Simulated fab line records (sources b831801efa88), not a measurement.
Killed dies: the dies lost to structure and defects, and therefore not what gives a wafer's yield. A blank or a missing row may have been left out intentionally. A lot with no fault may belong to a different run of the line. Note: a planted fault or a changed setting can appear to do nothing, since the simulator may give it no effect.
Code-filled problem report in 8D (eight disciplines) form | flow sky130 | the parts of the form that need people (team, actions taken, sign-off) are left out

## 1. THE PROBLEM
CAP2M_TIN_RS at SKY_CAP2M_RS_MEAS_03 reads a mean of 8.45 ohm/sq on 1 wafer of 1 lot; wafers without a fault read 6.89 ohm/sq with a standard deviation of 0.099. That puts it +16 standard deviations away from the usual mean.
The step: measures by four-point-probe.
First seen on wafer L662.5, day 45 06:26, on filmMetro-01. The record holds 30 wafers of 10 lots with a number at this step. The rule behind "out" and "out of limits": a value lying over 4 standard deviations away from the usual mean. Any other wafer with a number is counted as sound.

## 2. WHAT IT IS; WHAT IT IS NOT
question                    | is                | is not
which readings at this step | CAP2M_TIN_RS      | -
which lots                  | L662              | L646, L647, L648, L650, L651, L652, L655, L658, L666
which wafers of those lots  | L662.5            | L662.1, L662.2
read on which gauges        | filmMetro-01      | filmMetro-03, filmMetro-04
when                        | from day 45 06:26 | up to then (26 sound wafers); but 3 sound wafers of L666 came after

## 3. WHAT RULES OUT EACH SUSPECT
Counting: if a tool at a process step up to the reading ran every lot that is out, it stays a suspect. Sound lots after the first of them don't rule it out here, since some wafers of a struck lot are sound.
- ruled out: the gauge at SKY_CAP2M_RS_MEAS_03. All the wafers that are out were read on filmMetro-01, but those of them that SKY_CAP2M_SPUTTER_02 has rows for are out there too, on other tools.
- pvdSputter-03 at SKY_METAL4_SPUTTER_03 (material Ti, target thk 5 nm, time 3.3 s): kept. It ran the lot that is out, L662 (day 45 06:11).
- pvdSputter-01 at SKY_CAP2M_SPUTTER_02 (material TiN, target thk 200 nm, time 166.7 s): kept. The lot that is out, L662, ran on it at day 45 06:20; the last sound lot it ran before that was L655, at day 43 15:31. Out on those wafers are its own readings of cathodeDcPowerW.
After counting, pvdSputter-03 at SKY_METAL4_SPUTTER_03 and pvdSputter-01 at SKY_CAP2M_SPUTTER_02 remain.

## 4. THE CAUSE (what the simulator had put in)
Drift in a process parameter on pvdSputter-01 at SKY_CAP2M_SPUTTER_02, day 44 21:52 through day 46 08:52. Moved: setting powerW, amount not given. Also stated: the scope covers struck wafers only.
Of the 2 suspects that counting leaves, this tool is one.

## 5. THE CHAIN OF EFFECTS, in route order
Each row: a reading where the mean over the struck wafers with a number is more than 3 standard deviations away from the usual. Only readings for which the record gives a usual standard deviation are gone through. hours: the time from each lot's start at the first step in this table that gives one to its start at this step, as a median over the lots. sigmas: the change in usual standard deviations.
hours | step                    | reading          | usual       | on struck wafers | change  | sigmas
0     | SKY_CAP2M_SPUTTER_02    | cathodeDcPowerW  | 6500.0 W    | 5102.2           | -1397.8 | -99 or more
0     | SKY_CAP2M_RS_MEAS_03    | CAP2M_TIN_RS     | 6.89 ohm/sq | 8.45             | +1.56   | +16
0     | SKY_CAP2M_THK_MEAS_04   | CAP2M_TIN_THK    | 197 nm      | 162              | -35     | -12
22    | SKY_CAP2M_METAL_ETCH_13 | oesProductAu     | 0.943 a.u.  | 0.842            | -0.101  | -11
22    | SKY_CAP2M_METAL_ETCH_13 | throttleValvePct | 21.900 %    | 21.945           | +0.045  | +4.5
The process steps in it:
- SKY_CAP2M_SPUTTER_02: material TiN, target thk 200 nm, time 166.7 s.
- SKY_CAP2M_METAL_ETCH_13: etches TiN in Cl2/BCl3, stops on SiO2, target depth 220 nm, time 62.9 s.

## 6. WHAT WOULD HAVE CAUGHT IT SOONER
In this record the first reading out of limits at a measuring or inspecting step was taken at day 45 06:26, 9 hours after the fault began at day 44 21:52.
The tool's own readings at SKY_CAP2M_SPUTTER_02 were out on every struck wafer that the step has a row for (cathodeDcPowerW): an alarm limit on them would have fired on the first of those.
All the lots that are out (1) had begun SKY_CAP2M_SPUTTER_02 on pvdSputter-01 by day 45 06:26. None of them would have been spared by holding the tool at that moment.
